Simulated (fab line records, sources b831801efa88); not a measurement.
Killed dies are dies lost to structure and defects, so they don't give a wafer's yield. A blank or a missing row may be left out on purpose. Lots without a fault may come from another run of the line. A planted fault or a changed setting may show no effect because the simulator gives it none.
fab line records | flow sfq_line
record lots=14 wafers=42 last_day=75
route steps=325 shown I3@138
lots that met no fault: from a run of the same line without faults
start_h: hours from the record's first day to the start of the lot's first wafer shown | wait_h: hours since the lot's step before | " the same as in the row above | L1.1+2: a row that stands for several wafers | - no value, or no start given | * or withheld: withheld | < > ~ a bound
route shown NAME@n: a module of which the file shows steps, and the number in the route of the first | usual: mean/standard deviation of fault-free wafers | same: alike in all rows | chamber/n: place in a boat | sites: the reading at each site | _std_site: their standard deviation | _edge_site: outer sites' mean less inner sites' | radius_mm: how far each site lies from the wafer's centre | mask NAME#n: copy n | behind: the tool/chamber that last shaped the wafer | hold: why the lot was held/for how many hours/how that ended | device: the transistor (n, p or np) that didn't switch | end of line: the same wafers' tests at the end of the route | a step without rows: its recipe alone | killed: dies lost to structure and defects at the first sort, not the wafer's yield | map: a wafer's dies, x killed, . not, _ none there
set.NAME: the setting as run; set.NAME@STEP: as run at that earlier step | model.NAME: the simulator's own value behind a step, which no gauge read
steps of the route over a sample of lots; a table a step, a row a wafer
## steps
# step SFQ_TRILAYER_I3_VIA_LITHO_COAT_085
# recipe resist=KrF spin_rpm=3000 resist_thk_nm=650
# usual spin_speed_rpm=2999.9/1.9
# columns lot.wafer tool chamber start_h wait_h spin_speed_rpm
L800.4 litho_track-04 0 688.71 0.2 2998.7
L800.5 " 0 " " 2998.7
L800.6 " 0 " " 2996.3
L801.1 litho_track-01 0 704.95 0.2 3001.9
L801.2 " 0 " " 3001.8
L801.3 " 0 " " 3003.0
L802.1 litho_track-03 0 710.95 0.2 2999.3
L802.3 " 0 " " 2999.2
L802.6 " 0 " " 3001.2
L803.1 litho_track-01 0 716.95 0.2 3001.8
L803.2 " 0 " " 2999.2
L803.5 " 0 " " 3003.5
L805.2 litho_track-04 0 729.15 0.2 2998.6
L805.3 " 0 " " 3000.5
L805.5 " 0 " " 2999.0
L806.3 litho_track-04 0 732.05 0.2 2997.4
L806.4 " 0 " " 2999.1
L806.5 " 0 " " 2999.9
L808.1 litho_track-01 0 758.81 0.2 2999.0
L808.3 " 0 " " 2999.0
L808.6 " 0 " " 2999.0
L809.1 litho_track-01 0 791.95 0.2 3001.3
L809.5 " 0 " " 2999.2
L809.6 " 0 " " 3000.4
L811.1 litho_track-03 0 804.11 0.2 2996.1
L811.2 " 0 " " 2995.3
L811.3 " 0 " " 2997.6
L816.1 litho_track-01 0 863.95 0.2 2997.3
L816.3 " 0 " " 2997.1
L816.5 " 0 " " 3002.0
L817.2 litho_track-04 0 879.35 0.2 2733.5
L817.4 " 0 " " 2729.1
L817.5 " 0 " " 2729.7
L818.2 litho_track-01 0 882.35 0.2 2998.9
L818.3 " 0 " " 2998.2
L818.4 " 0 " " 2998.6
L819.1 litho_track-04 0 893.95 0.2 2733.2
L819.3 " 0 " " 2734.2
L819.6 " 0 " " 2730.9
L822.1 litho_track-03 0 928.26 0.2 2997.3
L822.2 " 0 " " 2999.8
L822.3 " 0 " " 3001.3
## key
first_sign step=SFQ_TRILAYER_I3_VIA_LITHO_COAT_085 reading=spin_speed_rpm direction=down sigmas=99+ usual=2999.9 struck=2731.8
effect none on later readings
met_at SFQ_TRILAYER_I3_VIA_LITHO_COAT_085
struck_lots L817,L819
onset_between 732.05 879.35
fault kind=process_parameter_drift tool=litho_track-04 chamber=- onset_h=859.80 steps=SFQ_TRILAYER_I3_VIA_LITHO_COAT_085 channel=spin_rpm offset=-267.81 shape=step end_h=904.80 acts_in=these_recipes_only stated=3000
